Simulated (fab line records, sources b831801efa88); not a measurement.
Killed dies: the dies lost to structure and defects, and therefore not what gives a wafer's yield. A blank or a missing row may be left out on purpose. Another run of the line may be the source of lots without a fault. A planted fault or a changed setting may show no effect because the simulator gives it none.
Chamber matching / flow sky130 / SKY_VIA3_CMP_24 on cmp-01: 4 sister chambers
The step polishes, stops on SiO2, t overpolish 20 s, target thk 0 nm. 4 wafers are shown with their chamber, then 12 later ones without.

WAFERS, EACH WITH ITS CHAMBER
wafer=L080.6; chamber=1; time to endpoint s (s)=87
wafer=L087.1; chamber=2; time to endpoint s (s)=92
wafer=L087.2; chamber=0; time to endpoint s (s)=100
wafer=L087.4; chamber=3; time to endpoint s (s)=95

WAFERS WITHOUT THEIR CHAMBER
wafer=L089.2; time to endpoint s (s)=98
wafer=L089.4; time to endpoint s (s)=94
wafer=L089.6; time to endpoint s (s)=101
wafer=L094.2; time to endpoint s (s)=96
wafer=L094.3; time to endpoint s (s)=95
wafer=L094.6; time to endpoint s (s)=94
wafer=L095.3; time to endpoint s (s)=93
wafer=L095.4; time to endpoint s (s)=91
wafer=L095.5; time to endpoint s (s)=87
wafer=L096.1; time to endpoint s (s)=88
wafer=L096.2; time to endpoint s (s)=90
wafer=L096.5; time to endpoint s (s)=86

CHAMBER TAKEN BY EACH
wafer=L089.2; from the rows above=can't be placed: 0 or 3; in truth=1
wafer=L089.4; from the rows above=can't be placed: 3 or 2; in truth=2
wafer=L089.6; from the rows above=0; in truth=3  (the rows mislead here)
wafer=L094.2; from the rows above=3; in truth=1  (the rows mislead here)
wafer=L094.3; from the rows above=3; in truth=3
wafer=L094.6; from the rows above=can't be placed: 3 or 2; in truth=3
wafer=L095.3; from the rows above=can't be placed: 2 or 3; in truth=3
wafer=L095.4; from the rows above=2; in truth=2
wafer=L095.5; from the rows above=1; in truth=1
wafer=L096.1; from the rows above=1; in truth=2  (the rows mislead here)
wafer=L096.2; from the rows above=can't be placed: 2 or 1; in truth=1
wafer=L096.5; from the rows above=1; in truth=1
Placed correctly: 4 of 12. Not placeable from these rows: 5 (in 4, the candidates include the true chamber). Number placed wrongly: 3.
How it was worked out, from the rows above alone: a wafer's distance from a chamber is the root of the sum, over the readings, of the square of ((its reading less the chamber's mean) divided by the reading's scatter). If the next closest chamber is less than 2 further off than the closest, the wafer can't be placed; otherwise it belongs to the closest. The mean given for a chamber averages the wafers shown for that chamber. The scatter: with one shown wafer a chamber, the root of the mean of the squares of how far each hidden wafer lies from its nearest shown one.
